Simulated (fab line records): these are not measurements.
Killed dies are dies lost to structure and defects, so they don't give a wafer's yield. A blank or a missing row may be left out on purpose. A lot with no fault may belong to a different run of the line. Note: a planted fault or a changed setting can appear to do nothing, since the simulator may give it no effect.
What tool caused it? + flow sky130 + Sampling: 12 lots, 36 wafers, 2 of 708 route steps

WHAT THE GAUGES READ, wafer by wafer
SKY_METAL4_CD_MEAS_13 targets a cd of 300 nm. Usual: cdNm at 299.6 nm, with a standard deviation of 1.6.
| lot  | measured     | on       | cdNm (nm)         | flag |
|------|--------------|----------|-------------------|------|
| L657 | day 41 21:53 | cdSem-02 | 297.2 299.9 299.6 |      |
| L658 | day 42 01:46 | cdSem-02 | 298.9 299.1 298.7 |      |
| L660 | day 42 21:50 | cdSem-02 | 297.0 297.0 296.2 |      |
| L662 | day 43 07:28 | cdSem-02 | 297.9 299.7 299.7 |      |
| L664 | day 44 03:17 | cdSem-02 | 300.0 301.7 300.3 |      |
| L667 | day 45 00:22 | cdSem-01 | 299.9 298.3 297.0 |      |
| L668 | day 45 03:52 | cdSem-02 | 300.1 299.5 300.4 |      |
| L669 | day 45 06:46 | cdSem-01 | 297.7 297.9 297.9 |      |
| L670 | day 45 16:13 | cdSem-02 | 298.8 297.2 299.7 |      |
| L673 | day 46 10:59 | cdSem-01 | 302.0 300.7 301.1 |      |
| L676 | day 47 04:03 | cdSem-02 | 300.1 300.7 299.3 |      |
| L677 | day 47 04:45 | cdSem-02 | 301.2 301.2 299.5 |      |

WHICH TOOL RAN EACH LOT (tool, then ch and the chambers of the sampled wafers, then the start)
| lot  | SKY_VIA2_CMP_24               |
|------|-------------------------------|
| L657 | cmp-01 ch 0,1,2, day 36 13:05 |
| L658 | cmp-01 ch 1,2,3, day 36 17:30 |
| L660 | cmp-02 ch 0,1,2, day 37 16:09 |
| L662 | cmp-01 ch 0,2,3, day 38 01:02 |
| L664 | cmp-02 ch 0,3, day 38 22:09   |
| L667 | cmp-02 ch 0,1,2, day 39 23:11 |
| L668 | cmp-02 ch 0,3, day 40 03:13   |
| L669 | cmp-01 ch 0,1,3, day 40 07:36 |
| L670 | cmp-02 ch 0,1,2, day 40 17:20 |
| L673 | cmp-01 ch 0,1,2, day 41 15:30 |
| L676 | cmp-02 ch 1,2, day 42 10:32   |
| L677 | cmp-02 ch 0,2,3, day 42 11:18 |
- SKY_VIA2_CMP_24: polishes, stops on SiO2, t overpolish 20 s, target thk 0 nm.

AS READ BY THE TOOLS THEMSELVES (means over the sampled wafers that have a number; for cases with no such wafer, the mark the record gives instead)
SKY_VIA2_CMP_24. Usual: motorCurrentA 10.9 A, standard deviation 1.3; overpolishRunS 20.000 s, standard deviation 0.0095; timeToEndpointS 100 s, standard deviation 3.6.
| lot  | tool   | motorCurrentA (A) | overpolishRunS (s) | timeToEndpointS (s) | flag |
|------|--------|-------------------|--------------------|---------------------|------|
| L657 | cmp-01 | 11.1              | 19.998             | 101                 |      |
| L658 | cmp-01 | 11.6              | 19.995             | 101                 |      |
| L660 | cmp-02 | 10.4              | 20.006             | 99                  |      |
| L662 | cmp-01 | 10.0              | 19.998             | 106                 |      |
| L664 | cmp-02 | 11.4              | 19.997             | 100                 |      |
| L667 | cmp-02 | 10.7              | 20.005             | 98                  |      |
| L668 | cmp-02 | 11.7              | 20.011             | 99                  |      |
| L669 | cmp-01 | 11.1              | 19.990             | 100                 |      |
| L670 | cmp-02 | 10.6              | 20.006             | 102                 |      |
| L673 | cmp-01 | 11.6              | 20.006             | 99                  |      |
| L676 | cmp-02 | 10.2              | 19.997             | 100                 |      |
| L677 | cmp-02 | 11.5              | 20.004             | 95                  |      |

THE ANSWER, worked out from the rows above alone
Rule: a lot counts as off when the mean over its wafers that have a number is more than 3 standard deviations away from the usual mean. A lot without any number at a reading at which 4 lots or more have one is off too. Where the step has rows for the other lots, those lots are counted as sound. First the gauges in route order, then the tools' own readings, where a lot's mean is used as printed above. At the first step where some lot is off, the reading lying furthest off is the one used; lots without a number count as furthest.
None of the lots is off at any reading shown; this tells nothing.

WHAT HAD BEEN PUT IN BY THE SIMULATOR
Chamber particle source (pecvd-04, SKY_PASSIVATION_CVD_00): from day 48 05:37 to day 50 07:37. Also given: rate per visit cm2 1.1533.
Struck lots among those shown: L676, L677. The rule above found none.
